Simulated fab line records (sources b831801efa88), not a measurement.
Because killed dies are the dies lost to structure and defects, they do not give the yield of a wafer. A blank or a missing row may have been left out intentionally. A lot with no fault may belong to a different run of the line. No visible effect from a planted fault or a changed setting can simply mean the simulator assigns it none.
Comparing a struck lot with a sound one :: flow sfq line :: 14 out of 325 route steps
Sound: wafers L251.2, L251.4, L251.5. Struck: wafer L242.4; the same lot's L242.5 was not struck, so it is left out; see the end for the cause.
Order at every step that has rows: each side's tool, ch and its chambers, its first start. Under that, the readings that differ: sound wafers :: struck wafers :: difference of the means :: sigmas: that difference in standard deviations of wafers without a fault.
alike: words and numbers the same on both sides, and readings whose means are apart by under 2 such deviations; not compared: readings that were withheld, readings missing a value for some wafer, numbers with overlapping values and no deviation given by the record, and bounds like >300 which may hide the same value.
A row with sigmas, a row that says differs or no value, or rows on one side alone: a step with any of these is where the two part. When numbers do not overlap yet have no deviation, they are printed without sigmas and do not part them. A reading missing from all wafers of one side parts the sides only when that side holds two or more wafers.

first, 4 steps without rows for these wafers: SFQ_TRILAYER_M5_LITHO_SOFTBAKE_127; SFQ_TRILAYER_M5_LITHO_EXPOSE_124 (exposes mask M5, target cd 700 nm); SFQ_TRILAYER_M5_LITHO_PEB_126 (peb time 60 s); SFQ_TRILAYER_M5_LITHO_DEVELOP_125 (time 60 s).
SFQ_M5_OVL_MEAS_932:
  sound on overlay-02, day 65 06:07; struck on overlay-01, day 61 14:45
  alike: M5_OVL
SFQ_TRILAYER_M5_BARC_OPEN_METAL_ETCH_161: etches BARC in O2, target depth 125 nm, time 41.7 s.
  sound on rie metal-02 ch 0,1, day 65 06:09; struck on rie metal-03 ch 0, day 61 14:47
  alike: chamber pressure mTorr, drypump motor current A, oes product au
  not compared: rf hours counter h
then, 1 step without rows for these wafers: SFQ_TRILAYER_M5_ETCH_METAL_ETCH_126 (etches Nb in Cl2/BCl3, stops on SiO2, time 203.2 s, target depth 265 nm).
SFQ_TRILAYER_M5_STRIP_STRIP_127: strips in O2.
  sound on rie metal-02 ch 0,1, day 65 06:25; struck on rie metal-03 ch 0, day 61 15:13
  alike: chamber pressure mTorr, drypump motor current A, oes product au
  not compared: rf hours counter h
then, 1 step without rows for these wafers: SFQ_TRILAYER_M5_STRIP_SOLV_CLEAN_128 (cleans in NMP, time 600 s).
SFQ_TRILAYER_A5B_DEP_PECVD_129: deposits SiO2 from SiH4/N2O, time 133.33 s, target thk 600 nm.
  sound on pecvd-04 ch 1,2, day 65 07:11; struck on pecvd-03 ch 0, day 61 15:51
  alike: heater power w, throttle valve pct
then, 1 step without rows for these wafers: SFQ_TRILAYER_A5B_CMP_CMP_130 (polishes, stops on Nb, target thk 340.7 nm).
SFQ_TRILAYER_A5B_METRO_MEASURE_131:
  sound on film metro-04, day 65 11:40; struck on film metro-01, day 61 21:31
  alike: thk nm
SFQ_TRILAYER_R5_DEP_SPUTTER_132: material Ti, target thk 5 nm, time 5 s.
  sound on pvd sputter-04, day 65 12:40; struck on pvd sputter-04, day 61 22:07
reading: model.Ti_of_TRILAYER_R5_DEP_SPUTTER_132.thk nm (nm)
sound: 5.271 5.209 5.167
struck: 3.73
difference: -1.49
sigmas: 
  alike: throttle valve pct
SFQ_TRILAYER_R5_DEP_SPUTTER_133: material MoNx, target thk 40 nm, time 66.7 s.
  sound on pvd sputter-04, day 65 12:41; struck on pvd sputter-04, day 61 22:08
  alike: throttle valve pct

## WHERE THEY PART
Nowhere in this record.

WHY: what the simulator had put in
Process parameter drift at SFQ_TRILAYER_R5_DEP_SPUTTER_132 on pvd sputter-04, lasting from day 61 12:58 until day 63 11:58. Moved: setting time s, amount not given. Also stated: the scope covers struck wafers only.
